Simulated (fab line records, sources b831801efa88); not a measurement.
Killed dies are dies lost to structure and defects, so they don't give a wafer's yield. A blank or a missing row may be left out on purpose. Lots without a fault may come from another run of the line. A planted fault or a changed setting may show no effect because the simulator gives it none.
Which tool did it? | flow sky130 | 24 lots, 72 wafers sampled, at 3 steps of a route of 708

WHAT THE GAUGES READ, wafer by wafer
SKY_VIA2_OVL_MEAS_13.
lot  | measured     | on         | VIA2_OVL (nm)
L074 | day 37 02:23 | overlay-01 | -6 -3 -2
L075 | day 37 15:16 | overlay-02 | -1 -3 -4
L076 | day 37 19:49 | overlay-01 | -2 4 -1
L077 | day 38 01:19 | overlay-01 | 5 4 4
L078 | day 38 21:52 | overlay-02 | -8 6 -3
L079 | day 39 02:19 | overlay-01 | 4 5 -2
L080 | day 39 08:05 | overlay-02 | 3 -4 1
L081 | day 39 11:23 | overlay-01 | 9 4 4
L082 | day 40 02:02 | overlay-01 | -2 -5 3
L083 | day 40 04:28 | overlay-01 | 3 5 2
L084 | day 40 06:41 | overlay-02 | 3 -6 -7
L085 | day 40 10:34 | overlay-02 | 2 -8 -1
L086 | day 40 23:32 | overlay-02 | -9 -1 -6
L088 | day 41 07:04 | overlay-01 | 9 9 5
L087 | day 41 09:07 | overlay-02 | -1 -6 3
L089 | day 41 09:28 | overlay-01 | -1 -7 -9
L090 | day 41 18:34 | overlay-01 | -5 -3 0
L091 | day 41 22:41 | overlay-01 | 3 2 -3
L092 | day 42 05:31 | overlay-02 | -4 -1 1
L093 | day 42 12:41 | overlay-02 | -6 -4 -2
L094 | day 42 15:44 | overlay-02 | -10 -4 -5
L095 | day 42 22:28 | overlay-01 | -3 -9 2
L096 | day 43 07:08 | overlay-02 | 8 7 10
L097 | day 43 16:22 | overlay-02 | -8 -5 1

WHICH TOOL RAN EACH LOT (tool, then ch and the chambers of the sampled wafers, then the start)
lot  | SKY_VIA1_ETCH_15                   | SKY_METAL2_SPUTTER_02
L074 | rie_diel-02 ch 0,2,3, day 34 17:55 | pvd_sputter-03, day 34 19:15
L075 | rie_diel-02 ch 0,1,3, day 35 03:04 | pvd_sputter-02, day 35 08:16
L076 | rie_diel-03 ch 2,3, day 35 10:19   | pvd_sputter-02, day 35 11:46
L077 | rie_diel-04 ch 0,2,3, day 35 16:23 | pvd_sputter-01, day 35 17:43
L078 | rie_diel-03 ch 0,1,3, day 36 13:17 | pvd_sputter-02, day 36 14:37
L079 | rie_diel-03 ch 0,1, day 36 17:53   | pvd_sputter-02, day 36 19:21
L080 | rie_diel-04 ch 0,1,2, day 37 00:40 | pvd_sputter-02, day 37 01:59
L081 | rie_diel-03 ch 1,2,3, day 37 03:29 | pvd_sputter-02, day 37 04:49
L082 | rie_diel-03 ch 0,3, day 37 19:32   | pvd_sputter-01, day 37 20:52
L083 | rie_diel-02 ch 0,1,3, day 37 20:53 | pvd_sputter-02, day 37 22:13
L084 | rie_diel-03 ch 0,1, day 37 23:38   | pvd_sputter-03, day 38 00:58
L085 | rie_diel-03 ch 0,2, day 38 04:20   | pvd_sputter-01, day 38 05:40
L086 | rie_diel-04 ch 0,1,3, day 38 18:17 | pvd_sputter-01, day 38 19:37
L088 | rie_diel-04 ch 0,2,3, day 39 00:41 | pvd_sputter-03, day 39 02:02
L087 | rie_diel-03 ch 0,2,3, day 39 02:37 | pvd_sputter-01, day 39 04:57
L089 | rie_diel-02 ch 1,2, day 39 02:50   | pvd_sputter-02, day 39 05:15
L090 | rie_diel-04 ch 0,2,3, day 39 12:41 | pvd_sputter-01, day 39 14:06
L091 | rie_diel-03 ch 0,2,3, day 39 17:17 | pvd_sputter-01, day 39 18:39
L092 | rie_diel-04 ch 0,1,3, day 40 01:25 | pvd_sputter-02, day 40 02:44
L093 | rie_diel-02 ch 0,2,3, day 40 07:26 | pvd_sputter-03, day 40 08:46
L094 | rie_diel-03 ch 1,2,3, day 40 11:05 | pvd_sputter-03, day 40 12:26
L095 | rie_diel-03 ch 0,2, day 40 18:53   | pvd_sputter-01, day 40 20:13
L096 | rie_diel-04 ch 0,1,2, day 41 02:32 | pvd_sputter-02, day 41 03:52
L097 | rie_diel-04 ch 2,3, day 41 12:13   | pvd_sputter-01, day 41 14:01
- SKY_VIA1_ETCH_15: etches SiO2 in C4F8/O2/Ar, stops on TiN, target depth 351 nm, time 54 s.
- SKY_METAL2_SPUTTER_02: material AlCu, target thk 250 nm, time 13.3 s.

WHAT THE TOOLS THEMSELVES READ (means of the sampled wafers that have a number; where no wafer has one, the mark that the record gives instead)
SKY_VIA1_ETCH_15.
lot  | tool        | oes_product_au (a.u.)
L074 | rie_diel-02 | 0.983
L075 | rie_diel-02 | 0.985
L076 | rie_diel-03 | 0.979
L077 | rie_diel-04 | 0.984
L078 | rie_diel-03 | 0.982
L079 | rie_diel-03 | 0.982
L080 | rie_diel-04 | 0.984
L081 | rie_diel-03 | 0.984
L082 | rie_diel-03 | 0.981
L083 | rie_diel-02 | 0.980
L084 | rie_diel-03 | 0.982
L085 | rie_diel-03 | 0.981
L086 | rie_diel-04 | 0.982
L088 | rie_diel-04 | 0.985
L087 | rie_diel-03 | 0.980
L089 | rie_diel-02 | 0.983
L090 | rie_diel-04 | 0.981
L091 | rie_diel-03 | 0.980
L092 | rie_diel-04 | 0.988
L093 | rie_diel-02 | 0.983
L094 | rie_diel-03 | 0.974
L095 | rie_diel-03 | 0.983
L096 | rie_diel-04 | 0.986
L097 | rie_diel-04 | 0.983

SKY_METAL2_SPUTTER_02.
lot  | tool           | throttle_valve_pct (%)
L074 | pvd_sputter-03 | 28.9
L075 | pvd_sputter-02 | 30.0
L076 | pvd_sputter-02 | 30.0
L077 | pvd_sputter-01 | 29.6
L078 | pvd_sputter-02 | 30.6
L079 | pvd_sputter-02 | 29.9
L080 | pvd_sputter-02 | 30.5
L081 | pvd_sputter-02 | 29.8
L082 | pvd_sputter-01 | 30.1
L083 | pvd_sputter-02 | 30.3
L084 | pvd_sputter-03 | 29.2
L085 | pvd_sputter-01 | 30.1
L086 | pvd_sputter-01 | 29.4
L088 | pvd_sputter-03 | 29.1
L087 | pvd_sputter-01 | 28.8
L089 | pvd_sputter-02 | 30.2
L090 | pvd_sputter-01 | 29.3
L091 | pvd_sputter-01 | 28.5
L092 | pvd_sputter-02 | 30.5
L093 | pvd_sputter-03 | 29.1
L094 | pvd_sputter-03 | 29.4
L095 | pvd_sputter-01 | 28.8
L096 | pvd_sputter-02 | 30.1
L097 | pvd_sputter-01 | 28.7

THE ANSWER, worked out from the rows above alone
Rule: what is usual is taken from the lots themselves. Put in order of their means at a reading, lots are off if they are a third of the lots or fewer, leave a main group of 4 or more, and stand apart from it by a gap of 3 or more times the standard deviation of the main group's means; of several such gaps the widest counts. A main group whose means are all the same, to the digits that the tables above print for the reading, isn't used. A lot without any number at a reading at which 4 lots or more have one is off too. The other lots that the step has rows for count as sound. The gauges are gone through in route order, then the tools' own readings, and for those a lot's mean is taken as printed above. The first step at which some lot is off is used, and at that step the reading that is off furthest; a lot without a number counts as furthest.
No lot is off at any reading shown: from this, nothing can be told.

WHAT THE SIMULATOR HAD PUT IN
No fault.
